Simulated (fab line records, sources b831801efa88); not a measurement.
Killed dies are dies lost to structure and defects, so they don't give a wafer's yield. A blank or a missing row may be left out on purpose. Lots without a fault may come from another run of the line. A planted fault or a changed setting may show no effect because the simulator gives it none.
A struck lot beside a sound one | flow sky130 | 16 steps out of a route of 708
Sound: wafers L522.2, L522.3, L522.6. Struck: wafer L526.6. (L526.4 of the same lot was not struck and is left out.) The cause comes at the end.
At each step with rows: each side's tool, then ch and its chambers, then its first start. Under that, the readings that differ: sound wafers | struck wafers | difference of the means | sigmas: that difference in standard deviations of wafers without a fault.
alike: readings whose means differ by less than 2 such deviations, and words and numbers that are the same on both sides. not compared: withheld readings, readings that some wafer has no value for, bounds like >300 that may hide the same value, and numbers for which the record gives no deviation and whose values overlap.
The two part at a step that has a row with sigmas, a row that says differs or no value, or rows on one side only. Numbers that don't overlap but have no deviation are shown without sigmas and don't part them. A reading that every wafer of one side lacks parts them only if that side has two wafers or more.

first, 2 steps without rows for these wafers: SKY_NWELL_IMPLANT_12; SKY_NWELL_IMPLANT_13.
SKY_NWELL_STRIP_14: strips in O2/N2.
  sound on plasma_asher-04 ch 0,1, day 6 12:51; struck on plasma_asher-04 ch 0, day 7 11:53
  reading               | sound             | struck | difference | sigmas
  oes_product_au (a.u.) | 0.723 0.713 0.710 | 0.728  | +0.013     | +3
  alike: drypump_motor_current_A, strip_time_to_endpoint_s
  not compared: rf_hours_counter_h
SKY_NWELL_TW_MEAS_15:
  sound on film_metro-04, day 6 12:58; struck on film_metro-04, day 7 11:59
  alike: NWELL_TW
then, 7 steps without rows for these wafers: SKY_NWELL_DEHYDRATE_16 (time 60 s); SKY_NWELL_HMDS_17 (prime time 60 s); SKY_NWELL_COAT_18 (resist thk 3000 nm); SKY_NWELL_SOFTBAKE_19; SKY_NWELL_EXPOSE_20 (exposes mask NWM COMPLEMENT, target cd 840 nm); SKY_NWELL_PEB_21; SKY_NWELL_DEVELOP_22 (develop time 60 s).
SKY_NWELL_OVL_MEAS_23:
  sound on overlay-01, day 7 08:04; struck on overlay-02, day 8 07:14
  alike: NWELL_01_OVL
SKY_NWELL_IMPLANT_24:
  sound on implanter-02 ch 0, day 7 08:08; struck on implanter-02 ch 0, day 8 07:20
  reading            | sound           | struck | difference | sigmas
  beam_on_s (s)      | 10.17 9.73 9.61 | 7.81   | -2.03      | -11
  faraday_current_uA | 50.8 52.9 53.7  | 66.0   | +13.5      | +14
SKY_NWELL_STRIP_25: strips in O2/N2.
  sound on plasma_asher-02 ch 0,1, day 7 08:15; struck on plasma_asher-04 ch 0, day 8 07:26
  alike: drypump_motor_current_A, oes_product_au, strip_time_to_endpoint_s
  not compared: rf_hours_counter_h
SKY_NWELL_TW_MEAS_26:
  sound on film_metro-03, day 7 08:22; struck on film_metro-01, day 8 07:46
  reading    | sound       | struck | difference | sigmas
  NWELL_2_TW | 497 495 495 | 462    | -34        | -10
  not compared: hold
-- the record jumps here: 41 days lie between the struck wafers' starts before and after (it left off in module NWELL and takes up again in module PAD_OPEN, whose first step shown is number 708 of the route) --
SKY_PAD_OPEN_PROBE_99:
  sound on prober-02, day 47 19:41; struck on prober-02, day 48 20:23
  reading                                    | sound                         | struck    | difference | sigmas
  model.etest.pfet_16v.r_on_ohm_um           | 1.544e+04 1.523e+04 1.541e+04 | 1.636e+04 | +1.000e+03 |
  model.etest.res_iso_pwell.rs_ohm_sq        | 2731 2620 2635                | 3356      | +694       |
  model.etest.res_pwell_under_gate.rs_ohm_sq | 2262 2288 2269                | 2663      | +390       |
  model.etest.res_iso_pwell.line_ohm_um      | 1021 987 992.9                | 1286      | +286       |
  model.etest.pfet_16v.drive_ua_um           | 236.1 235.5 234.4             | 226.8     | -8.5       |
  model.etest.res_nwell.width_nm (nm)        | 841.2 835 833.7               | 845.5     | +8.9       |
  model.etest.field_n.vt_v (V)               | 35.5 34.27 34.8               | 30.61     | -4.25      |
  alike: killed_at_M0_to_M3, killed_at_M4_up, killed_at_contacts, killed_at_front_end, killed_at_other, killed_dies, killed_open, killed_short
  not compared: model.etest.res_iso_pwell.width_nm

WHERE THEY PART
First at SKY_NWELL_STRIP_14; last, within this record, at SKY_NWELL_TW_MEAS_26. Later steps at which nothing parts them and some readings are alike: SKY_PAD_OPEN_PROBE_99.

WHY: what the simulator had put in
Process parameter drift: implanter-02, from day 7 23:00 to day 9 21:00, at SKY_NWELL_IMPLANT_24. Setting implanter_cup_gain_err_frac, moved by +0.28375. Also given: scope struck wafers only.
